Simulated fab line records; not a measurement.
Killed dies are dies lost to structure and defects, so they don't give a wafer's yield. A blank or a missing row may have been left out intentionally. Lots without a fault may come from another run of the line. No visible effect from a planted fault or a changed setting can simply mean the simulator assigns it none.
A struck lot beside a sound one || flow sfq line || 14 steps out of a route of 325
Sound: these wafers, L507.2, L507.3, L507.4. Struck: wafer L517.3 (L517.5, L517.6, from the same lot, were not struck and are left out); the cause is given at the end.
Each step with rows lists, per side, the tool, then ch with its chambers, then its first start. Under that, the readings that differ: sound wafers || struck wafers || difference of the means || sigmas: that difference in standard deviations of wafers without a fault.
alike: readings whose means differ by less than 2 such deviations, and words and numbers that are the same on both sides. not compared: withheld readings, readings that some wafer has no value for, bounds like >300 that may hide the same value, and numbers for which the record gives no deviation and whose values overlap.
The two part at a step that has a row with sigmas, a row that says differs or no value, or rows on one side only. Numbers that have no deviation but don't overlap get no sigmas and don't part them. A reading that every wafer of one side lacks parts them only if that side has two wafers or more.

SFQ_TRILAYER_R5_BARC_OPEN_METAL_ETCH_177: etches BARC in O2, target depth 125 nm, time 41.7 s.
  sound on rie metal-02 ch 0,1, day 56 06:35; struck on rie metal-01 ch 1, day 66 13:27
  alike: drypump motor current A, oes product au, run length s
  not compared: rf hours counter h
SFQ_TRILAYER_R5_ETCH_METAL_ETCH_139: etches the open film in Cl2, stops on SiO2, target depth 60 nm, time 40 s.
  sound on rie metal-02 ch 0,1, day 56 06:39; struck on rie metal-01 ch 1, day 66 13:31
  alike: drypump motor current A, oes product au, run length s
  not compared: rf hours counter h
SFQ_TRILAYER_R5_STRIP_STRIP_140: strips in O2.
  sound on rie metal-02 ch 0,1, day 56 06:43; struck on rie metal-01 ch 1, day 66 13:45
  alike: drypump motor current A, oes product au, platen temp c
  not compared: rf hours counter h
then, 1 step without rows for these wafers: SFQ_TRILAYER_R5_STRIP_SOLV_CLEAN_141 (cleans in NMP, time 600 s).
SFQ_TRILAYER_A5C_DEP_PECVD_142: deposits SiO2 from SiH4/N2O, time 15.556 s, target thk 70 nm.
  sound on pecvd-04 ch 0,1,2, day 56 07:29; struck on pecvd-02 ch 2, day 66 14:19
  alike: heater power w, throttle valve pct
then, 6 steps without rows for these wafers: SFQ_TRILAYER_I5_LITHO_COAT_149 (resist thk 62 nm); SFQ_TRILAYER_I5_LITHO_COAT_144 (resist thk 650 nm); SFQ_TRILAYER_I5_LITHO_SOFTBAKE_148; SFQ_TRILAYER_I5_LITHO_EXPOSE_145 (exposes mask I5, target cd 700 nm); SFQ_TRILAYER_I5_LITHO_PEB_147 (peb time 60 s); SFQ_TRILAYER_I5_LITHO_DEVELOP_146 (time 60 s).
-- the record jumps here: 5 days lie between the struck wafers' starts before and after --
SFQ_I5_OVL_MEAS_936:
  struck on overlay-02, day 71 23:10; sound on overlay-02, day 56 09:58
  alike: I5_OVL
SFQ_TRILAYER_I5_BARC_OPEN_VIA_ETCH_200: etches BARC in O2, target depth 125 nm, time 41.7 s.
  sound on rie diel-03 ch 0,1,2, day 56 09:59; struck on rie diel-01 ch 3, day 71 23:12
{"reading": "oes product au (a.u.)", "sound": "0.683 0.685 0.681", "struck": 0.835, "difference": "+0.152", "sigmas": "+30"}
{"reading": "rf hours counter h (h)", "sound": "15 17 9", "struck": 1, "difference": -13, "sigmas": ""}
{"reading": "run length s (s)", "sound": "69.6 69.7 70.7", "struck": 60.2, "difference": -9.8, "sigmas": -24}
{"reading": "model.KrF_of_TRILAYER_I5_LITHO_COAT_144.thk nm (nm)", "sound": "573.5 570.6 572.8", "struck": 584.6, "difference": "+12.3", "sigmas": ""}
  alike: drypump motor current A
SFQ_TRILAYER_I5_ETCH_VIA_ETCH_147: etches the open film in CHF3, stops on Nb, target depth 360 nm.
  sound on rie diel-03 ch 0,1,2, day 56 10:02; struck on rie diel-01 ch 3, day 71 23:14
  alike: drypump motor current A, oes product au

== WHERE THEY PART ==
At SFQ_TRILAYER_I5_BARC_OPEN_VIA_ETCH_200 and nowhere else, as far as this record goes. Later steps at which nothing parts them and some readings are alike: SFQ_TRILAYER_I5_ETCH_VIA_ETCH_147.

WHY: what the simulator had put in
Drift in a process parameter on rie diel-01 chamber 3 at SFQ_TRILAYER_I5_BARC_OPEN_VIA_ETCH_200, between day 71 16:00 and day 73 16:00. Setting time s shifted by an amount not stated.
